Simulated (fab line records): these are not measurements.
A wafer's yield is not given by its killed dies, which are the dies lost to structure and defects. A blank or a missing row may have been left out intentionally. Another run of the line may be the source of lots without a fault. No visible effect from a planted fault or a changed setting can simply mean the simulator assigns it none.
fab line records    flow sky130
[record] lots = 6  wafers = 18  last_day = 50
route steps=708 shown VIA1@467 METAL2@483 PAD_OPEN@708
lots that met no fault: from a run of the same line without faults
start_h: hours from the record's opening day to when the first of the lot's shown wafers began    wait_h: how many hours have passed since the lot's step before this one    " the same as in the row above    L1.1+2: a single row standing in for several wafers    - value missing, or start not given    * or withheld: withheld    < > ~ a bound
route shown NAME@n: NAME is a module with steps in the file, n the number in the route of the first one    usual: mean/standard deviation taken from wafers without a fault    same: alike in all rows    chamber/n: place in a boat    sites: each site's reading    _std_site: the values' standard deviation    _edge_site: inner sites' mean taken away from outer sites' mean    radius_mm: for every site, how far away it sits from the centre of the wafer    mask NAME#n: copy n    behind: the last tool/chamber to shape the wafer    hold: why the lot went on hold/how many hours it stayed there/how the hold came to an end    device: whichever transistor did not switch (one of n, p or np)    end of line: the tests these same wafers got at the end of their route    for a step that has no rows: nothing shown but its recipe    killed: not the wafer's yield, but the dies lost to structure and defects at the first sort    map: dies across one wafer; x = killed, . = not, _ = none there
set.NAME: the setting as run; set.NAME@STEP: as run at that earlier step    model.NAME: the simulator's own value behind a step, which no gauge read
a table for each step, a row for each wafer; lots at some steps of the route
services: the hour from which a tool's chamber was out of use, counted from the record's first day as start_h (under 0 if before that day), plus the number of hours and why
[[steps]]
[step SKY_VIA1_EXPOSE_09]
[recipe] mask_id = VIM  na = 0.8  source_shape = annular  sigma_inner = 0.55  sigma_outer = 0.85  target_cd_nm = 150  dose_mj = 38
[step SKY_VIA1_PEB_10]
[recipe] peb_temp_c = withheld  peb_time_s = withheld  resist = KrF-thick
[step SKY_VIA1_DEVELOP_11]
[recipe] develop_time_s = 60  resist = KrF-thick  dev_temp_c = 21
[step SKY_VIA1_CD_MEAS_12]
[recipe] target_cd_nm = 150
[usual] cd_nm = 150.6/2
lot.wafer  tool       chamber  start_h  wait_h  cd_nm
L952.2     cd_sem-01  -        845.33   -       152.1
L952.3     "          -        "        "       153.0
L952.5     "          -        "        "       153.9
L957.2     cd_sem-02  -        880.43   -       153.4
L957.4     "          -        "        "       153.6
L957.6     "          -        "        "       155.4
L959.2     cd_sem-01  -        902.40   -       147.6
L959.3     "          -        "        "       148.9
L959.5     "          -        "        "       147.6
L964.1     cd_sem-02  -        936.11   -       150.1
L964.3     "          -        "        "       148.7
L964.5     "          -        "        "       149.1
L968.1     cd_sem-01  -        956.75   -       147.5
L968.3     "          -        "        "       148.1
L968.4     "          -        "        "       147.5
L970.3     cd_sem-02  -        969.77   -       152.7
L970.4     "          -        "        "       152.0
L970.5     "          -        "        "       153.9
[step SKY_VIA1_OVL_MEAS_13]
[usual] VIA1_OVL = 2/5.8
lot.wafer  tool        chamber  start_h  wait_h  VIA1_OVL[nm]
L952.2     overlay-02  -        845.43   0.1     3
L952.3     "           -        "        "       -12
L952.5     "           -        "        "       -8
L957.2     overlay-01  -        880.53   0.1     -6
L957.4     "           -        "        "       -3
L957.6     "           -        "        "       -2
L959.2     overlay-01  -        902.51   0.1     -7
L959.3     "           -        "        "       7
L959.5     "           -        "        "       3
L964.1     overlay-02  -        936.23   0.1     0
L964.3     "           -        "        "       2
L964.5     "           -        "        "       5
L968.1     overlay-01  -        956.87   0.1     1
L968.3     "           -        "        "       -2
L968.4     "           -        "        "       10
L970.3     overlay-01  -        969.87   0.1     8
L970.4     "           -        "        "       -2
L970.5     "           -        "        "       -1
[step SKY_VIA1_ETCH_14]
[recipe] chemistry = N2/H2  target = BARC  ion_energy_ev = 200  source_w = 500  bias_w = 100  pressure_mtorr = 30  n2_flow_sccm = 100  h2_flow_sccm = 200  stop_on = SiO2  time_s = 45.9  target_depth_a = 600
[usual] chamber_pressure_mTorr = 29.998/0.03  drypump_motor_current_A = 5.8/0.53  oes_product_au = 0.855/0.005  throttle_valve_pct = 13.225/0.0083
lot.wafer  tool         chamber  start_h  wait_h  chamber_pressure_mTorr  drypump_motor_current_A  oes_product_au  rf_hours_counter_h  throttle_valve_pct
L952.2     rie_diel-01  0        845.46   0.0     29.938                  6.5                      0.847           3                   13.227
L952.3     "            3        "        "       29.978                  6.5                      0.857           16                  13.227
L952.5     "            3        "        "       29.984                  6.5                      0.853           -                   13.217
L957.2     rie_diel-02  3        880.56   0.0     29.958                  5.8                      0.858           22                  13.219
L957.4     "            2        "        "       29.971                  5.5                      0.860           14                  13.221
L957.6     "            2        "        "       30.045                  5.5                      0.856           -                   13.235
L959.2     rie_diel-03  2        902.54   0.0     30.006                  4.8                      0.853           18                  13.234
L959.3     "            0        "        "       30.017                  6.0                      0.858           5                   13.221
L959.5     "            3        "        "       29.978                  5.2                      0.857           -                   13.229
L964.1     rie_diel-01  0        936.26   0.0     29.987                  6.5                      0.862           5                   13.214
L964.3     "            3        "        "       29.974                  6.5                      0.856           18                  13.223
L964.5     "            1        "        "       30.027                  5.6                      0.850           -                   13.225
L968.1     rie_diel-01  2        956.91   0.0     29.985                  6.2                      0.854           11                  13.215
L968.3     "            1        "        "       29.929                  5.6                      0.861           21                  13.223
L968.4     "            3        "        "       29.992                  6.6                      0.850           18                  13.238
L970.3     rie_diel-01  0        969.89   0.0     30.033                  6.5                      0.861           6                   13.214
L970.4     "            2        "        "       30.012                  6.2                      0.854           11                  13.202
L970.5     "            1        "        "       30.038                  5.6                      0.850           -                   13.208
[step SKY_VIA1_ETCH_15]
[recipe] target = SiO2  chemistry = C4F8/O2/Ar  target_depth_nm = 351  stop_on = TiN  mask_material = KrF-thick  source_w = 1500  bias_w = 1200  pressure_mtorr = 40  c4f8_flow_sccm = withheld  O2_flow_sccm = 6  Ar_flow_sccm = 300  time_s = 54
[usual] chamber_pressure_mTorr = 40.00/0.036  oes_product_au = 0.981/0.0058
lot.wafer  tool         chamber  start_h  wait_h  chamber_pressure_mTorr  oes_product_au  rf_hours_counter_h
L952.2     rie_diel-01  0        845.51   0.0     39.94                   0.980           3
L952.3     "            3        "        "       39.96                   0.979           16
L952.5     "            3        "        "       40.04                   0.983           -
L957.2     rie_diel-02  3        880.61   0.0     40.00                   0.986           22
L957.4     "            2        "        "       40.04                   0.990           14
L957.6     "            2        "        "       40.02                   0.980           -
L959.2     rie_diel-03  2        902.58   0.0     39.95                   0.978           18
L959.3     "            0        "        "       39.99                   0.973           5
L959.5     "            3        "        "       39.99                   0.981           -
L964.1     rie_diel-01  0        936.31   0.0     39.96                   0.976           5
L964.3     "            3        "        "       39.99                   0.991           18
L964.5     "            1        "        "       39.96                   0.972           -
L968.1     rie_diel-01  2        956.95   0.0     40.00                   0.983           11
L968.3     "            1        "        "       40.03                   0.975           21
L968.4     "            3        "        "       40.00                   0.979           18
L970.3     rie_diel-01  0        969.93   0.0     40.02                   0.973           6
L970.4     "            2        "        "       40.02                   0.981           11
L970.5     "            1        "        "       40.00                   0.981           -
[step SKY_VIA1_STRIP_16]
[recipe] chemistry = O2/N2  power_w = 1400  pressure_mtorr = 1500  platen_temp_c = withheld  o2_flow_sccm = 3000  n2_flow_sccm = 300  overash_fraction = 0.5
[usual] chamber_pressure_mTorr = 1500.2/1.4  drypump_motor_current_A = 5.6/0.48  oes_product_au = 0.415/0.0047  strip_time_to_endpoint_s = 4.459/0.019
lot.wafer  tool             chamber  start_h  wait_h  chamber_pressure_mTorr  drypump_motor_current_A  oes_product_au  rf_hours_counter_h  strip_time_to_endpoint_s
L952.2     plasma_asher-03  0        845.55   0.0     1499.8                  5.5                      0.417           10                  4.476
L952.3     "                1        "        "       1500.4                  5.8                      0.414           -                   4.465
L952.5     "                0        "        "       1498.7                  5.5                      0.412           -                   4.451
L957.2     plasma_asher-03  1        880.65   0.0     1499.9                  5.8                      0.409           14                  4.410
L957.4     "                1        "        "       1501.3                  5.8                      0.413           -                   4.440
L957.6     "                1        "        "       1500.3                  5.8                      0.411           -                   4.436
L959.2     plasma_asher-03  1        902.63   0.0     1500.4                  5.8                      0.421           16                  4.468
L959.3     "                1        "        "       1498.7                  5.8                      0.409           -                   4.450
L959.5     "                1        "        "       1501.8                  5.8                      0.412           -                   4.483
L964.1     plasma_asher-04  0        936.35   0.0     1501.3                  5.0                      0.425           112                 4.479
L964.3     "                0        "        "       1498.2                  5.0                      0.413           -                   4.437
L964.5     "                0        "        "       1498.0                  5.0                      0.415           -                   4.457
L968.1     plasma_asher-04  0        957.00   0.0     1500.7                  5.0                      0.409           114                 4.458
L968.3     "                1        "        "       1499.8                  6.4                      0.405           -                   4.458
L968.4     "                0        "        "       1499.4                  5.0                      0.409           -                   4.498
L970.3     plasma_asher-01  1        970.01   0.1     1498.4                  6.1                      0.410           -                   4.478
L970.4     "                0        "        "       1498.4                  5.0                      0.406           -                   4.439
L970.5     "                0        "        "       1498.1                  4.9                      0.420           -                   4.454
[step SKY_VIA1_STRIP_17]
[recipe] chemistry = post_etch_residue_remover  time_s = 1200  temp_c = 72.5
[step SKY_VIA1_CLEAN_18]
[recipe] chemistry = IPA  time_s = 180  temp_c = 25
[step SKY_VIA1_CLEAN_19]
[recipe] chemistry = O3/DIW  dry = n2_spin
[step SKY_VIA1_SPUTTER_20]
[recipe] material = TiN  target_thk_nm = 20  chamber_pressure_pa = 5  power_w = 4000  time_s = 80
[usual] throttle_valve_pct = 30.1/0.71
lot.wafer  tool            chamber  start_h  wait_h  throttle_valve_pct
L952.2     pvd_sputter-04  -        846.14   0.0     30.7
L952.3     "               -        "        "       29.8
L952.5     "               -        "        "       29.1
L957.2     pvd_sputter-01  -        881.25   0.0     30.7
L957.4     "               -        "        "       31.0
L957.6     "               -        "        "       29.8
L959.2     pvd_sputter-01  -        903.22   0.0     30.2
L959.3     "               -        "        "       30.7
L959.5     "               -        "        "       31.2
L964.1     pvd_sputter-03  -        936.99   0.0     28.8
L964.3     "               -        "        "       30.2
L964.5     "               -        "        "       31.3
L968.1     pvd_sputter-04  -        957.63   0.0     30.3
L968.3     "               -        "        "       29.0
L968.4     "               -        "        "       30.6
L970.3     pvd_sputter-03  -        970.63   0.0     29.9
L970.4     "               -        "        "       28.9
L970.5     "               -        "        "       28.9
[step SKY_VIA1_CVD_21]
[recipe] material = W  target_thk_nm = 270  time_s = 80.902  temp_c = 400  pressure_torr = 40
[usual] chamber_pressure_Torr = 40.01/0.083  heater_power_w = 864/66
lot.wafer  tool      chamber  start_h  wait_h  chamber_pressure_Torr  heater_power_w  model.W_of_VIA1_CVD_21.thk_nm
L952.2     cvd_w-02  0        846.20   0.0     40.09                  761             265.6
L952.3     "         0        "        "       40.10                  774             269.6
L952.5     "         1        "        "       40.05                  884             265.8
L957.2     cvd_w-02  1        881.31   0.0     53.19                  871             312.2
L957.4     "         0        "        "       53.16                  755             317.9
L957.6     "         0        "        "       53.19                  786             314.6
L959.2     cvd_w-02  0        903.28   0.0     53.07                  779             316.2
L959.3     "         1        "        "       53.22                  867             310
L959.5     "         1        "        "       53.25                  882             312.5
L964.1     cvd_w-01  1        937.05   0.0     40.07                  875             268.8
L964.3     "         0        "        "       39.98                  914             266.3
L964.5     "         0        "        "       40.02                  891             266.4
L968.1     cvd_w-02  1        957.69   0.0     39.99                  879             267.7
L968.3     "         0        "        "       40.16                  762             270.2
L968.4     "         1        "        "       39.89                  897             268.8
L970.3     cvd_w-02  1        970.72   0.1     39.96                  895             270.4
L970.4     "         0        "        "       40.16                  763             272.7
L970.5     "         1        "        "       40.01                  888             270.6
[step SKY_VIA1_RS_MEAS_22]
[recipe] thk_meas_gauge = four-point-probe  reads = W_of_VIA1_CVD_21+TiN_of_VIA1_SPUTTER_20
[usual] VIA1_W_RS = 0.426/0.0041
lot.wafer  tool           chamber  start_h  wait_h  VIA1_W_RS[ohm/sq]
L952.2     film_metro-01  -        846.32   0.1     0.434
L952.3     "              -        "        "       0.426
L952.5     "              -        "        "       0.433
L957.2     film_metro-01  -        881.42   0.1     0.368
L957.4     "              -        "        "       0.361
L957.6     "              -        "        "       0.365
L959.2     film_metro-01  -        903.39   0.1     0.364
L959.3     "              -        "        "       0.370
L959.5     "              -        "        "       0.367
L964.1     film_metro-01  -        937.14   0.1     0.427
L964.3     "              -        "        "       0.433
L964.5     "              -        "        "       0.432
L968.1     film_metro-02  -        957.78   0.1     0.430
L968.3     "              -        "        "       0.425
L968.4     "              -        "        "       0.429
L970.3     film_metro-01  -        970.82   0.1     0.425
L970.4     "              -        "        "       0.421
L970.5     "              -        "        "       0.426
[step SKY_VIA1_THK_MEAS_23]
[recipe] thk_meas_gauge = xrf  reads = W_of_VIA1_CVD_21
[usual] VIA1_W_THK = 269.0/3
lot.wafer  tool           chamber  start_h  wait_h  VIA1_W_THK[nm]
L952.2     film_metro-01  -        846.43   0.1     261.4
L952.3     "              -        "        "       266.9
L952.5     "              -        "        "       262.5
L957.2     film_metro-01  -        881.53   0.1     305.8
L957.4     "              -        "        "       313.8
L957.6     "              -        "        "       308.5
L959.2     film_metro-01  -        903.50   0.1     313.3
L959.3     "              -        "        "       308.1
L959.5     "              -        "        "       310.7
L964.1     film_metro-01  -        937.26   0.1     266.3
L964.3     "              -        "        "       264.4
L964.5     "              -        "        "       262.6
L968.1     film_metro-02  -        957.90   0.1     267.5
L968.3     "              -        "        "       271.5
L968.4     "              -        "        "       267.6
L970.3     film_metro-01  -        970.92   0.1     269.4
L970.4     "              -        "        "       270.8
L970.5     "              -        "        "       267.6
[step SKY_VIA1_CMP_24]
[recipe] stop_on = SiO2  t_overpolish_s = 15  down_force_psi = 3.5  platen_rpm = 60  target_thk_nm = 0  pad_velocity_m_s = 0.94248
[usual] motor_current_A = 10.6/1.4  time_to_endpoint_s = 65.6/2.2
lot.wafer  tool    chamber  start_h  wait_h  motor_current_A  time_to_endpoint_s
L952.2     cmp-01  1        846.53   0.1     9.2              68.5
L952.3     "       3        "        "       9.4              69.3
L952.5     "       1        "        "       9.1              68.1
L957.2     cmp-01  0        881.63   0.1     11.3             78.3
L957.4     "       2        "        "       13.2             76.3
L957.6     "       0        "        "       11.3             72.4
L959.3     cmp-01  3        903.55   0.0     9.7              74.4
L959.2     "       0        "        "       11.3             72.8
L959.5     "       3        "        "       10.1             76.7
L964.3     cmp-02  3        937.32   0.0     11.6             65.7
L964.1     "       1        "        "       10.0             67.4
L964.5     "       3        "        "       11.4             64.3
L968.4     cmp-02  1        957.96   0.0     10.5             68.8
L968.1     "       3        "        "       11.6             63.4
L968.3     "       0        "        "       10.9             70.1
L970.4     cmp-02  1        970.96   0.0     10.4             67.0
L970.3     "       3        "        "       12.0             64.6
L970.5     "       2        "        "       9.2              68.3
[step SKY_METAL2_SPUTTER_00]
[recipe] material = Ti  target_thk_nm = 15  power_w = 3000  time_s = 10  chamber_pressure_pa = 0.4
[usual] throttle_valve_pct = 30.4/1.4
lot.wafer  tool            chamber  start_h  wait_h  throttle_valve_pct
L952.2     pvd_sputter-02  -        846.78   0.2     33.4
L952.3     "               -        "        "       28.6
L952.5     "               -        "        "       30.7
L957.2     pvd_sputter-02  -        881.88   0.2     33.4
L957.4     "               -        "        "       31.6
L957.6     "               -        "        "       30.5
L959.2     pvd_sputter-03  -        903.85   0.2     31.0
L959.3     "               -        "        "       29.0
L959.5     "               -        "        "       28.8
L964.1     pvd_sputter-03  -        937.62   0.1     30.8
L964.3     "               -        "        "       30.3
L964.5     "               -        "        "       29.8
L968.1     pvd_sputter-03  -        958.26   0.1     30.7
L968.3     "               -        "        "       28.9
L968.4     "               -        "        "       29.9
L970.3     pvd_sputter-04  -        971.26   0.1     30.8
L970.4     "               -        "        "       30.5
L970.5     "               -        "        "       30.7
[step SKY_PAD_OPEN_PROBE_99]
[usual] defect_limited_yield = 82.7/1.9  killed_at_M0_to_M3 = 43/7.1  killed_at_M4_up = 3.2/1.9  killed_at_contacts = 23/5.1  killed_at_front_end = 15/4.5  killed_at_other = 0.4/0.65  killed_dies = 85/9.4  killed_open = 47/6.8  killed_short = 38/6.1  sort_bin_3_pad_short = 0.8/0.38  sort_bin_5_function = 10.3/1.5  sort_bin_6_memory = 6.2/1.1  sort_n_pass = 407/9.4  sort_yield_pct = 82.7/1.9
[same] gross_dies = 492  killed_at_back_side = 0  sort_bin_4_leakage[%] = 0  sort_bin_8_speed[%] = 0
lot.wafer  tool       chamber  start_h  wait_h  defect_limited_yield[%]  killed_at_M0_to_M3  killed_at_M4_up  killed_at_contacts  killed_at_front_end  killed_at_other  killed_dies  killed_open  killed_short  sort_bin_3_pad_short[%]  sort_bin_5_function[%]  sort_bin_6_memory[%]  sort_n_pass  sort_yield_pct[%]
L964.1     prober-01  -        1184.29  0.1     81.9                     36                  1                27                  25                   0                89           46           43            1.2                      10.6                    6.3                   403          81.9
L964.3     prober-01  -        1184.39  0.2     85.0                     43                  3                19                  9                    0                74           33           41            0.4                      8.7                     5.9                   418          85.0
L964.5     prober-01  -        1184.49  0.2     83.1                     42                  1                25                  14                   1                83           49           34            0.6                      11.2                    5.1                   409          83.1
L968.1     prober-01  -        1198.58  0.1     83.5                     45                  4                23                  9                    0                81           33           48            0.8                      10.0                    5.7                   411          83.5
L968.3     prober-01  -        1198.68  0.2     83.9                     41                  1                20                  17                   0                79           41           36            1.0                      10.0                    5.1                   413          83.9
L968.4     prober-01  -        1198.73  0.2     85.4                     23                  7                27                  14                   1                72           45           25            0.6                      7.7                     6.3                   420          85.4
// killed by level:class
L964.1 POLY_GATE:geometric_particle:open=8 METAL2:geometric_particle:short=8 LI_CONTACT:geometric_particle:open=7 CONTACT:geometric_particle:open=7 VIA2:geometric_particle:open=6 CONTACT:geometric_particle:short=6 FIELD_ISO:geometric_particle:open=5 VIA1:geometric_particle:open=5
L964.3 VIA2:geometric_particle:open=10 METAL1:geometric_particle:short=8 VIA1:geometric_particle:open=7 VIA2:geometric_particle:short=6 METAL2:geometric_particle:short=5 CONTACT:geometric_particle:short=4 LI_CONTACT:geometric_particle:short=4 LI_CONTACT:geometric_particle:open=4
L964.5 VIA1:geometric_particle:open=10 CONTACT:geometric_particle:open=10 VIA3:geometric_particle:open=9 LI_CONTACT:geometric_particle:open=6 CONTACT:geometric_particle:short=6 METAL1:geometric_particle:short=6 VIA2:geometric_particle:open=5 FIELD_ISO:geometric_particle:open=4
L968.1 METAL1:geometric_particle:short=9 VIA1:geometric_particle:short=9 VIA3:geometric_particle:open=9 LI_CONTACT:geometric_particle:open=7 LOCAL_INTERCONNECT:geometric_particle:short=6 METAL2:geometric_particle:short=6 CONTACT:geometric_particle:open=5 VIA1:geometric_particle:open=4
L968.3 VIA1:geometric_particle:open=14 LOCAL_INTERCONNECT:geometric_particle:short=7 LI_CONTACT:geometric_particle:open=5 VIA3:geometric_particle:open=5 METAL2:geometric_particle:short=5 VIA2:geometric_particle:open=5 FIELD_ISO:geometric_particle:short=4 POLY_GATE:geometric_particle:short=4
L968.4 CONTACT:geometric_particle:open=8 VIA1:geometric_particle:open=8 POLY_GATE:geometric_particle:open=6 CONTACT:geometric_particle:short=6 LI_CONTACT:geometric_particle:open=5 LI_CONTACT:geometric_particle:short=3 LOCAL_INTERCONNECT:geometric_particle:open=3 VIA2:geometric_particle:open=3
[[services]]
tool            chamber  start_h  hours  kind
rie_diel-01     2        829.98   14.9   repair
rie_diel-02     1        833.46   2.8    repair
cmp-01          -        837.06   5.6    repair
rie_diel-02     2        840.17   6.1    repair
rie_diel-02     -        849.94   14.6   pm
cmp-01          -        858.97   2.0    repair
cmp-01          -        864.69   1.7    repair
pvd_sputter-02  -        867.82   0.9    repair
cvd_w-01        1        871.40   3.7    repair
rie_diel-02     2        871.80   2.5    repair
rie_diel-01     -        879.27   0.9    repair
cmp-02          -        882.07   0.6    repair
cvd_w-01        0        898.67   4.3    repair
cvd_w-01        -        904.00   14.0   pm
cmp-01          -        909.31   0.3    repair
rie_diel-03     3        910.74   1.9    repair
cmp-02          -        912.62   4.0    pm
pvd_sputter-03  0        920.04   -      consumable_replace:kit
pvd_sputter-03  0        920.04   18.0   scheduled_down
cvd_w-01        1        922.73   13.2   repair
rie_diel-02     3        935.49   6.2    repair
cmp-02          -        945.10   3.9    repair
cvd_w-01        -        949.52   6.0    pm
rie_diel-03     1        960.49   13.2   repair
[[key]]
[first_sign] step = SKY_VIA1_CVD_21  reading = chamber_pressure_Torr  direction = up  sigmas = 99+  usual = 40.01  struck = 53.18
[effect] step = SKY_VIA1_RS_MEAS_22  reading = VIA1_W_RS  direction = down  sigmas = 15  usual = 0.426  struck = 0.366
[effect] step = SKY_VIA1_THK_MEAS_23  reading = VIA1_W_THK  direction = up  sigmas = 14  usual = 269.0  struck = 310.0
[effect] step = SKY_VIA1_CMP_24  reading = time_to_endpoint_s  direction = up  sigmas = 4.3  usual = *  struck = *
[model_effect] step = SKY_VIA1_CVD_21  value = W_of_VIA1_CVD_21.thk_nm  without = 272.6  struck = 313.9
met_at SKY_VIA1_CVD_21
struck_wafers L957.2,L957.4,L957.6,L959.2,L959.3,L959.5
onset_between 846.20 881.31
[fault] kind = process_parameter_drift  tool = cvd_w-02  chamber = -  onset_h = 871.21  steps = SKY_VIA1_CVD_21  channel = pressure_torr  offset = 13.214  shape = step  end_h = 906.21  acts_in = these_recipes_only  stated = 40
